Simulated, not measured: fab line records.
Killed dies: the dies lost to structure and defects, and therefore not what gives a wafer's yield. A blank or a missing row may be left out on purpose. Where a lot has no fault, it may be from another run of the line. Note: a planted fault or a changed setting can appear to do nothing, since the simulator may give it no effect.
fab line records -- flow gf180mcu -- part 2 of 2: steps 24 to 34 of 34
record lots=5, wafers=15, last_day=34
route steps=602 shown V1@344 M2@362
lots untouched by any fault: they come from a run of this same line in which no faults occurred
start_h: hours from the record's opening day to when the first of the lot's shown wafers began -- wait_h: how many hours have passed since the lot's step before this one -- " repeats the value in the row above -- L1.1+2: several wafers, shown together as one row -- - value missing, or start not given -- * or withheld: withheld -- < > ~ a bound
route shown NAME@n: names a module that has steps shown in the file, with the first one's number in the route -- usual: mean/standard deviation taken from wafers without a fault -- same: alike in all rows -- chamber/n: place in a boat -- sites: the reading at each site -- _std_site: their standard deviation -- _edge_site: mean of outer sites minus mean of inner sites -- radius_mm: for every site, how far away it sits from the centre of the wafer -- mask NAME#n: copy n -- behind: tool/chamber where the wafer was last shaped -- hold: reason for holding the lot/hours on hold/outcome of the hold -- device: the transistor (n, p or np) that didn't switch -- end of line: tests of these same wafers at the route's end -- step lacking rows: just its recipe -- killed: dies lost to structure and defects at the first sort, not the wafer's yield -- map: per-die view of a wafer (x killed, . not killed, _ where there is no die)
set.NAME: the setting the step ran with; set.NAME@STEP: the setting that earlier step ran with -- model.NAME: the simulator's own value behind a step, which no gauge read
certain route steps with their lots: each step a table, each wafer a row
services: a tool's chamber out of use, with start hour (start_h, from the record's first day; less than 0 if before it), hours out, and reason
## steps
# step GF_M2_RS_MEAS_05
# recipe thk_meas_gauge=four-point-probe, reads=TiN_of_M2_SPUTTER_04+Ti_of_M2_SPUTTER_03+AlCu_of_M2_SPUTTER_02+TiN_of_M2_SPUTTER_01+Ti_of_M2_SPUTTER_00
# usual M2_ALCU_RS=0.0694/0.0011
lot.wafer,tool,chamber,start_h,wait_h,M2_ALCU_RS[ohm/sq]
L080.1,film_metro-02,-,464.33,0.0,0.0698
L080.5,film_metro-02,-,464.33,0.0,0.0688
L080.6,film_metro-02,-,464.33,0.0,0.0697
L089.2,film_metro-02,-,545.18,0.0,0.0700
L089.3,film_metro-02,-,545.18,0.0,0.0703
L089.4,film_metro-02,-,545.18,0.0,0.0705
L091.2,film_metro-02,-,569.24,0.0,0.0673
L091.4,film_metro-02,-,569.24,0.0,0.0698
L091.5,film_metro-02,-,569.24,0.0,0.0688
L094.2,film_metro-04,-,581.75,0.0,0.0707
L094.3,film_metro-04,-,581.75,0.0,0.0704
L094.6,film_metro-04,-,581.75,0.0,0.0702
L095.1,film_metro-02,-,586.86,0.0,0.0705
L095.2,film_metro-02,-,586.86,0.0,0.0686
L095.3,film_metro-02,-,586.86,0.0,0.0695
# step GF_M2_THK_MEAS_06
# recipe thk_meas_gauge=xrf, reads=AlCu_of_M2_SPUTTER_02
# usual M2_ALCU_THK=458/7.5
lot.wafer,tool,chamber,start_h,wait_h,M2_ALCU_THK[nm]
L080.1,film_metro-02,-,464.45,0.1,455
L080.5,film_metro-02,-,464.45,0.1,462
L080.6,film_metro-02,-,464.45,0.1,455
L089.2,film_metro-02,-,545.29,0.1,454
L089.3,film_metro-02,-,545.29,0.1,450
L089.4,film_metro-02,-,545.29,0.1,451
L091.2,film_metro-02,-,569.35,0.1,474
L091.4,film_metro-02,-,569.35,0.1,456
L091.5,film_metro-02,-,569.35,0.1,464
L094.2,film_metro-04,-,581.86,0.1,448
L094.3,film_metro-04,-,581.86,0.1,448
L094.6,film_metro-04,-,581.86,0.1,452
L095.1,film_metro-02,-,586.98,0.1,454
L095.2,film_metro-02,-,586.98,0.1,470
L095.3,film_metro-02,-,586.98,0.1,459
# step GF_M2_DEHYDRATE_07
# recipe temp_c=200, time_s=60
# usual resist_line_temp_C=23.02/0.11
lot.wafer,tool,chamber,start_h,wait_h,resist_line_temp_C
L080.1,litho_track-01,0,476.78,12.3,23.09
L080.5,litho_track-01,0,476.78,12.3,23.16
L080.6,litho_track-01,0,476.78,12.3,23.14
L089.2,litho_track-01,0,555.85,10.6,22.94
L089.3,litho_track-01,0,555.85,10.6,22.89
L089.4,litho_track-01,0,555.85,10.6,22.95
L091.2,litho_track-03,0,579.46,10.1,23.01
L091.4,litho_track-03,0,579.46,10.1,23.15
L091.5,litho_track-03,0,579.46,10.1,23.03
L094.2,litho_track-04,0,592.02,10.2,22.98
L094.3,litho_track-04,0,592.02,10.2,22.93
L094.6,litho_track-04,0,592.02,10.2,22.97
L095.1,litho_track-04,0,597.29,10.3,22.95
L095.2,litho_track-04,0,597.29,10.3,22.76
L095.3,litho_track-04,0,597.29,10.3,22.99
# step GF_M2_HMDS_08
# recipe prime_time_s=60, prime_temp_c=120
# usual resist_line_temp_C=22.99/0.11
lot.wafer,tool,chamber,start_h,wait_h,resist_line_temp_C
L080.1,litho_track-01,0,476.93,0.1,22.97
L080.5,litho_track-01,0,476.93,0.1,23.00
L080.6,litho_track-01,0,476.93,0.1,23.01
L089.2,litho_track-01,0,556.00,0.1,22.89
L089.3,litho_track-01,0,556.00,0.1,23.10
L089.4,litho_track-01,0,556.00,0.1,23.00
L091.2,litho_track-03,0,579.61,0.1,23.01
L091.4,litho_track-03,0,579.61,0.1,22.88
L091.5,litho_track-03,0,579.61,0.1,22.82
L094.2,litho_track-04,0,592.17,0.1,23.03
L094.3,litho_track-04,0,592.17,0.1,23.15
L094.6,litho_track-04,0,592.17,0.1,22.95
L095.1,litho_track-04,0,597.44,0.1,23.04
L095.2,litho_track-04,0,597.44,0.1,22.88
L095.3,litho_track-04,0,597.44,0.1,23.09
# step GF_M2_COAT_09
# recipe resist=KrF, spin_rpm=withheld, resist_thk_nm=1000
# usual resist_line_temp_C=23.00/0.11
lot.wafer,tool,chamber,start_h,wait_h,resist_line_temp_C
L080.1,litho_track-01,0,477.08,0.1,23.16
L080.5,litho_track-01,0,477.08,0.1,23.02
L080.6,litho_track-01,0,477.08,0.1,23.21
L089.2,litho_track-01,0,556.15,0.1,22.94
L089.3,litho_track-01,0,556.15,0.1,22.88
L089.4,litho_track-01,0,556.15,0.1,22.95
L091.2,litho_track-03,0,579.76,0.1,22.82
L091.4,litho_track-03,0,579.76,0.1,22.89
L091.5,litho_track-03,0,579.76,0.1,22.88
L094.2,litho_track-04,0,592.32,0.1,22.89
L094.3,litho_track-04,0,592.32,0.1,23.13
L094.6,litho_track-04,0,592.32,0.1,22.98
L095.1,litho_track-04,0,597.59,0.1,23.08
L095.2,litho_track-04,0,597.59,0.1,23.02
L095.3,litho_track-04,0,597.59,0.1,23.10
# step GF_M2_SOFTBAKE_10
# recipe temp_c=130, time_s=60, resist=KrF
# usual resist_line_temp_C=22.98/0.11
lot.wafer,tool,chamber,start_h,wait_h,resist_line_temp_C
L080.1,litho_track-01,0,477.23,0.1,23.20
L080.5,litho_track-01,0,477.23,0.1,23.19
L080.6,litho_track-01,0,477.23,0.1,23.13
L089.2,litho_track-01,0,556.30,0.1,22.90
L089.3,litho_track-01,0,556.30,0.1,22.84
L089.4,litho_track-01,0,556.30,0.1,23.00
L091.2,litho_track-03,0,579.91,0.1,22.99
L091.4,litho_track-03,0,579.91,0.1,22.83
L091.5,litho_track-03,0,579.91,0.1,22.94
L094.2,litho_track-04,0,592.47,0.1,23.13
L094.3,litho_track-04,0,592.47,0.1,23.08
L094.6,litho_track-04,0,592.47,0.1,22.89
L095.1,litho_track-04,0,597.74,0.1,23.09
L095.2,litho_track-04,0,597.74,0.1,23.00
L095.3,litho_track-04,0,597.74,0.1,22.96
# step GF_M2_EXPOSE_11
# recipe mask_id=Metal2, target_cd_nm=280, na=0.68, source_shape=conventional, sigma_outer=0.6, dose_mj=28
# usual reticle_temp_C=23.02/0.11
lot.wafer,tool,chamber,start_h,wait_h,mask,reticle_temp_C
L080.1,krf_scanner-01,0,-,-,Metal2#0,23.00
L080.5,krf_scanner-01,0,-,-,Metal2#0,23.12
L080.6,krf_scanner-01,0,-,-,Metal2#0,23.16
L089.2,krf_scanner-02,0,-,-,Metal2#0,22.83
L089.3,krf_scanner-02,0,-,-,Metal2#0,23.03
L089.4,krf_scanner-02,0,-,-,Metal2#0,23.08
L091.2,krf_scanner-01,0,-,-,Metal2#0,22.99
L091.4,krf_scanner-01,0,-,-,Metal2#0,23.09
L091.5,krf_scanner-01,0,-,-,Metal2#0,23.02
L094.2,krf_scanner-01,0,-,-,Metal2#0,23.15
L094.3,krf_scanner-01,0,-,-,Metal2#0,23.06
L094.6,krf_scanner-01,0,-,-,Metal2#0,22.96
L095.1,krf_scanner-01,0,-,-,Metal2#0,22.90
L095.2,krf_scanner-01,0,-,-,Metal2#0,22.84
L095.3,krf_scanner-01,0,-,-,Metal2#0,22.88
# step GF_M2_PEB_12
# recipe peb_temp_c=135, peb_time_s=90, resist=KrF
# usual resist_line_temp_C=22.99/0.11
lot.wafer,tool,chamber,start_h,wait_h,resist_line_temp_C
L080.1,litho_track-03,0,-,-,23.03
L080.5,litho_track-03,0,-,-,23.13
L080.6,litho_track-03,0,-,-,22.96
L089.2,litho_track-03,0,-,-,23.03
L089.3,litho_track-03,0,-,-,23.05
L089.4,litho_track-03,0,-,-,23.03
L091.2,litho_track-01,0,-,-,23.04
L091.4,litho_track-01,0,-,-,23.05
L091.5,litho_track-01,0,-,-,23.05
L094.2,litho_track-01,0,-,-,22.82
L094.3,litho_track-01,0,-,-,23.01
L094.6,litho_track-01,0,-,-,22.87
L095.1,litho_track-01,0,-,-,22.67
L095.2,litho_track-01,0,-,-,22.80
L095.3,litho_track-01,0,-,-,22.70
# step GF_M2_DEVELOP_13
# recipe develop_time_s=60, dev_temp_c=21
# usual resist_line_temp_C=23.01/0.11
lot.wafer,tool,chamber,start_h,wait_h,resist_line_temp_C
L080.1,litho_track-03,0,488.34,0.2,22.95
L080.5,litho_track-03,0,488.34,0.2,22.99
L080.6,litho_track-03,0,488.34,0.2,22.94
L089.2,litho_track-03,0,567.41,0.2,22.88
L089.3,litho_track-03,0,567.41,0.2,22.88
L089.4,litho_track-03,0,567.41,0.2,22.89
L091.2,litho_track-01,0,589.90,0.2,23.14
L091.4,litho_track-01,0,589.90,0.2,23.13
L091.5,litho_track-01,0,589.90,0.2,23.11
L094.2,litho_track-01,0,602.80,0.2,23.04
L094.3,litho_track-01,0,602.80,0.2,22.83
L094.6,litho_track-01,0,602.80,0.2,23.08
L095.1,litho_track-01,0,607.07,0.2,23.00
L095.2,litho_track-01,0,607.07,0.2,22.91
L095.3,litho_track-01,0,607.07,0.2,23.15
# step GF_M2_CD_MEAS_14
# recipe target_cd_nm=280
# usual cd_nm=280.0/1.5
lot.wafer,tool,chamber,start_h,wait_h,cd_nm
L080.1,cd_sem-01,-,488.49,0.1,279.5
L080.5,cd_sem-01,-,488.49,0.1,279.2
L080.6,cd_sem-01,-,488.49,0.1,280.2
L089.2,cd_sem-02,-,567.56,0.1,281.6
L089.3,cd_sem-02,-,567.56,0.1,282.0
L089.4,cd_sem-02,-,567.56,0.1,281.2
L091.2,cd_sem-02,-,590.04,0.1,282.1
L091.4,cd_sem-02,-,590.04,0.1,280.8
L091.5,cd_sem-02,-,590.04,0.1,280.2
L094.2,cd_sem-01,-,602.94,0.1,279.0
L094.3,cd_sem-01,-,602.94,0.1,279.2
L094.6,cd_sem-01,-,602.94,0.1,279.5
L095.1,cd_sem-02,-,607.22,0.1,280.2
L095.2,cd_sem-02,-,607.22,0.1,279.7
L095.3,cd_sem-02,-,607.22,0.1,280.2
# step GF_M2_OVL_MEAS_15
# usual M2_OVL=2/5
lot.wafer,tool,chamber,start_h,wait_h,M2_OVL[nm]
L080.1,overlay-02,-,488.61,0.1,6
L080.5,overlay-02,-,488.61,0.1,2
L080.6,overlay-02,-,488.61,0.1,8
L089.2,overlay-02,-,567.66,0.1,3
L089.3,overlay-02,-,567.66,0.1,1
L089.4,overlay-02,-,567.66,0.1,2
L091.2,overlay-01,-,590.15,0.1,-2
L091.4,overlay-01,-,590.15,0.1,-8
L091.5,overlay-01,-,590.15,0.1,-8
L094.2,overlay-01,-,603.05,0.1,5
L094.3,overlay-01,-,603.05,0.1,7
L094.6,overlay-01,-,603.05,0.1,9
L095.1,overlay-01,-,607.34,0.1,4
L095.2,overlay-01,-,607.34,0.1,-4
L095.3,overlay-01,-,607.34,0.1,0
## services
tool,chamber,start_h,hours,kind
cmp-01,-,431.96,1.0,repair
rie_diel-03,-,437.03,2.8,pm
pvd_sputter-03,-,454.13,4.7,repair
rie_diel-02,2,454.16,8.7,repair
krf_scanner-01,-,456.78,0.8,pm
krf_scanner-02,-,467.50,1.3,pm
rie_diel-03,1,479.56,5.5,repair
pvd_sputter-03,-,480.73,2.1,repair
krf_scanner-01,-,483.19,1.0,pm
pvd_sputter-01,-,490.10,2.8,repair
pvd_sputter-03,-,507.21,5.4,repair
krf_scanner-02,-,512.11,2.2,repair
cmp-01,-,515.14,7.2,pm
rie_diel-03,0,539.17,3.8,repair
pvd_sputter-04,-,546.51,5.0,repair
rie_diel-03,0,555.52,12.3,repair
krf_scanner-02,-,561.37,0.8,pm
rie_diel-03,3,568.21,4.8,repair
pvd_sputter-04,-,569.97,4.2,repair
cmp-01,-,572.10,4.0,pm
krf_scanner-01,-,593.14,1.3,pm
pvd_sputter-02,-,593.36,6.3,repair
rie_diel-03,1,599.00,3.5,repair
krf_scanner-01,-,602.90,0.5,repair
